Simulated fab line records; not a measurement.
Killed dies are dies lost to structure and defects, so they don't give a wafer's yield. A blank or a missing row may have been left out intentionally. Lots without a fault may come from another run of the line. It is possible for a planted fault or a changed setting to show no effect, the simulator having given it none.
Chamber matching    flow sky130    SKY_FIELD_ISO_ETCH_17 on rieSi-01: 4 sister chambers
The step etches Si in HBr/Cl2/O2, target depth 342 nm, time 97.7 s. 16 wafers are shown with their chamber, then 8 later ones without.

== WAFERS, EACH WITH ITS CHAMBER ==
wafer   chamber  drypumpMotorCurrentA (A)  oesProductAu (a.u.)  throttleValvePct (%)
L662.1  2        5.6                       1.003                25.651
L662.5  1        6.1                       1.012                25.651
L662.6  2        5.6                       1.012                25.656
L664.1  1        6.1                       1.002                25.653
L664.4  0        6.1                       0.994                25.648
L664.5  1        6.1                       0.997                25.669
L668.3  2        5.6                       1.007                25.645
L668.4  1        6.2                       0.998                25.650
L668.6  0        6.1                       1.007                25.650
L673.2  2        5.7                       1.008                25.665
L673.4  3        5.6                       0.995                25.676
L673.6  0        6.0                       1.004                25.653
L678.3  0        6.1                       1.015                25.657
L678.5  0        6.1                       1.008                25.650
L678.6  3        5.6                       0.995                25.665
L679.2  0        6.1                       1.006                25.643

SIGNATURES (means of the wafers above)
reading               chamber 0  chamber 1  chamber 2  chamber 3  scatter within a chamber
drypumpMotorCurrentA  6.083      6.125      5.625      5.600      0.0441
oesProductAu          1.00567    1.00225    1.00750    0.99500    0.00588
throttleValvePct      25.65017   25.65575   25.65425   25.67050   0.00722
Rule: for a wafer and a chamber, the distance is found by dividing, reading by reading, the gap between the wafer's reading and the chamber's mean by the reading's scatter, squaring, summing and taking the root. If the next closest chamber is less than 2 further off than the closest, the wafer can't be placed; otherwise it belongs to the closest. How the scatter is found: for the shown wafers, subtract from each reading the mean of its chamber, square and add these, divide the total by (wafers less chambers), then take the root.

== WAFERS WITHOUT THEIR CHAMBER ==
wafer   drypumpMotorCurrentA (A)  oesProductAu (a.u.)  throttleValvePct (%)
L679.3  6.2                       1.000                25.661
L679.5  5.6                       0.999                25.679
L680.3  6.1                       1.007                25.654
L680.4  6.1                       1.004                25.658
L680.6  6.2                       1.007                25.659
L681.1  5.6                       0.995                25.656
L681.4  6.1                       0.996                25.655
L681.6  5.6                       1.019                25.645

== EACH ONE'S CHAMBER ==
wafer   from the rows above      in truth
L679.3  can't be placed: 1 or 0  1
L679.5  3                        3
L680.3  can't be placed: 0 or 1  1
L680.4  can't be placed: 1 or 0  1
L680.6  can't be placed: 1 or 0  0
L681.1  can't be placed: 3 or 2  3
L681.4  can't be placed: 1 or 0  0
L681.6  2                        2
Correctly placed: 2 of 8. Can't be placed from these rows: 6 (the true chamber is among the candidates in 6). Placed wrongly: 0.
